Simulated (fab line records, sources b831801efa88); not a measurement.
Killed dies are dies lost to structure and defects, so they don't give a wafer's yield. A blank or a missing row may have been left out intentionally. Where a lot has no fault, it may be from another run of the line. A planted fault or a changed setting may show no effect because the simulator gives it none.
Shared-tool check + flow sky130 + Lots sampled 11, wafers sampled 33

## THE REASON FOR OPENING IT
SKY_VT_ADJUST_LVTN_TW_MEAS_10, reading VT_ADJUST_LVTN_TW: flagged on 1 of 11 lots. Fault-free wafers read 241.6, with a standard deviation of 1.5.
Rule: a lot is flagged in two cases, either no wafer of it has a number, or all its wafers with numbers fall more than 4 standard deviations from that mean. The other lots count as sound.

| lot  | measured     | on            | VT_ADJUST_LVTN_TW, wafer by wafer | flag    |
|------|--------------|---------------|-----------------------------------|---------|
| L927 | day 7 16:37  | film metro-01 | 30.1 30.2 30.0                    | FLAGGED |
| L929 | day 8 04:56  | film metro-04 | 241.8 242.8 242.9                 |         |
| L931 | day 8 20:14  | film metro-04 | 243.0 241.8 242.8                 |         |
| L934 | day 9 20:05  | film metro-03 | 240.9 241.1 242.1                 |         |
| L935 | day 10 07:27 | film metro-01 | 242.5 241.8 243.1                 |         |
| L937 | day 10 15:16 | film metro-03 | 237.9 239.1 238.8                 |         |
| L936 | day 10 16:08 | film metro-04 | 241.6 240.1 241.8                 |         |
| L938 | day 10 22:04 | film metro-04 | 242.9 241.4 240.5                 |         |
| L940 | day 11 09:39 | film metro-04 | 244.1 243.0 242.8                 |         |
| L942 | day 12 00:22 | film metro-04 | 244.3 242.8 243.7                 |         |
| L943 | day 12 06:58 | film metro-01 | 242.9 240.6 241.0                 |         |
On average the flagged lots read 30.1, which is -211.5 against the usual, or -99 or more standard deviations.

## WHICH TOOL EACH LOT WENT THROUGH
The record holds 3 process steps before the reading, out of a route of 708 steps. In each cell: the tool, then ch and the chambers that the sampled wafers went through, then the start.
| lot  | flag    | SKY_FIELD_ISO_ETCH_14             | SKY_VT_ADJUST_LVTN_EXPOSE_04        | SKY_VT_ADJUST_LVTN_STRIP_09          |
|------|---------|-----------------------------------|-------------------------------------|--------------------------------------|
| L927 | FLAGGED | rie diel-01 ch 0,1,2, day 2 20:24 | iline stepper-02 ch 0, day 7 07:07  | plasma asher-02 ch 1, day 7 16:31    |
| L929 |         | rie diel-04 ch 0,2,3, day 3 06:49 | iline stepper-01 ch 0, day 7 18:40  | plasma asher-01 ch 0,1, day 8 04:50  |
| L931 |         | rie diel-04 ch 0,1,3, day 3 17:42 | iline stepper-01 ch 0, day 8 08:36  | plasma asher-02 ch 0,1, day 8 20:08  |
| L934 |         | rie diel-03 ch 2,3, day 4 09:37   | iline stepper-01 ch 0, day 9 09:05  | plasma asher-02 ch 0,1, day 9 19:59  |
| L935 |         | rie diel-03 ch 0,1,2, day 4 13:42 | iline stepper-02 ch 0, day 9 20:26  | plasma asher-01 ch 0,1, day 10 07:22 |
| L937 |         | rie diel-01 ch 0,2,3, day 5 00:34 | iline stepper-02 ch 0, day 10 03:23 | plasma asher-02 ch 1, day 10 15:10   |
| L936 |         | rie diel-03 ch 1,2, day 4 20:01   | iline stepper-02 ch 0, day 10 04:29 | plasma asher-01 ch 0,1, day 10 16:02 |
| L938 |         | rie diel-03 ch 0,1,3, day 5 05:06 | iline stepper-01 ch 0, day 10 09:07 | plasma asher-03 ch 0,1, day 10 21:58 |
| L940 |         | rie diel-04 ch 0,1, day 5 17:40   | iline stepper-02 ch 0, day 10 22:19 | plasma asher-02 ch 0,1, day 11 09:34 |
| L942 |         | rie diel-04 ch 0,2,3, day 6 05:13 | iline stepper-02 ch 0, day 11 11:40 | plasma asher-02 ch 0,1, day 12 00:16 |
| L943 |         | rie diel-03 ch 0,1,3, day 6 09:59 | iline stepper-02 ch 0, day 11 18:47 | plasma asher-01 ch 0,1, day 12 06:52 |
What these steps do:
- SKY_FIELD_ISO_ETCH_14: etches BARC in N2/H2, stops on SiO2, time 45.9 s, target depth 60 nm.
- SKY_VT_ADJUST_LVTN_EXPOSE_04: exposes mask NWM COMPLEMENT LESS NATIVE, target cd 840 nm.
- SKY_VT_ADJUST_LVTN_STRIP_09: strips in O2/N2.
- SKY_VT_ADJUST_LVTN_TW_MEAS_10

## FLAGGED AGAINST TOTAL, ONE TOOL AT A TIME (gauges that did the reading follow at the end)
| step                          | tool             | lots run | flagged | share of the flagged lots | sound lots run after its first flagged lot |
|-------------------------------|------------------|----------|---------|---------------------------|--------------------------------------------|
| SKY_FIELD_ISO_ETCH_14         | rie diel-01      | 2        | 1       | all                       | 1 (L937)                                   |
| SKY_FIELD_ISO_ETCH_14         | rie diel-03      | 5        | 0       | none                      | -                                          |
| SKY_FIELD_ISO_ETCH_14         | rie diel-04      | 4        | 0       | none                      | -                                          |
| SKY_VT_ADJUST_LVTN_EXPOSE_04  | iline stepper-01 | 4        | 0       | none                      | -                                          |
| SKY_VT_ADJUST_LVTN_EXPOSE_04  | iline stepper-02 | 7        | 1       | all                       | 6 (L935,L937,L936,L940,L942,L943)          |
| SKY_VT_ADJUST_LVTN_STRIP_09   | plasma asher-01  | 4        | 0       | none                      | -                                          |
| SKY_VT_ADJUST_LVTN_STRIP_09   | plasma asher-02  | 6        | 1       | all                       | 5 (L931,L934,L937,L940,L942)               |
| SKY_VT_ADJUST_LVTN_STRIP_09   | plasma asher-03  | 1        | 0       | none                      | -                                          |
| SKY_VT_ADJUST_LVTN_TW_MEAS_10 | film metro-01    | 3        | 1       | all                       | 2 (L935,L943)                              |
| SKY_VT_ADJUST_LVTN_TW_MEAS_10 | film metro-03    | 2        | 0       | none                      | -                                          |
| SKY_VT_ADJUST_LVTN_TW_MEAS_10 | film metro-04    | 6        | 0       | none                      | -                                          |

## WHAT THE TABLE PERMITS
4 rows of the table ran every flagged lot: rie diel-01 at SKY_FIELD_ISO_ETCH_14, iline stepper-02 at SKY_VT_ADJUST_LVTN_EXPOSE_04, plasma asher-02 at SKY_VT_ADJUST_LVTN_STRIP_09, film metro-01 at SKY_VT_ADJUST_LVTN_TW_MEAS_10.
- rie diel-01 at SKY_FIELD_ISO_ETCH_14: 1 of its 2 lots flagged. Lots that were sound ran on it after the first flagged one (L937); a persistent fault on the entire tool would not allow that.
- iline stepper-02 at SKY_VT_ADJUST_LVTN_EXPOSE_04: 1 of its 7 lots flagged. Lots that were sound ran on it after the first flagged one (L935, L937, L936, L940, L942, L943); a persistent fault on the entire tool would not allow that.
- plasma asher-02 at SKY_VT_ADJUST_LVTN_STRIP_09: 1 of its 6 lots flagged. Lots that were sound ran on it after the first flagged one (L931, L934, L937, L940, L942); a persistent fault on the entire tool would not allow that.
- film metro-01 at SKY_VT_ADJUST_LVTN_TW_MEAS_10: 1 of its 3 lots flagged. Lots that were sound ran on it after the first flagged one (L935, L943); a persistent fault on the entire tool would not allow that.
There is no row in the table that ran each flagged lot and no sound lot after the first.

## WHAT WAS PUT IN BY THE SIMULATOR
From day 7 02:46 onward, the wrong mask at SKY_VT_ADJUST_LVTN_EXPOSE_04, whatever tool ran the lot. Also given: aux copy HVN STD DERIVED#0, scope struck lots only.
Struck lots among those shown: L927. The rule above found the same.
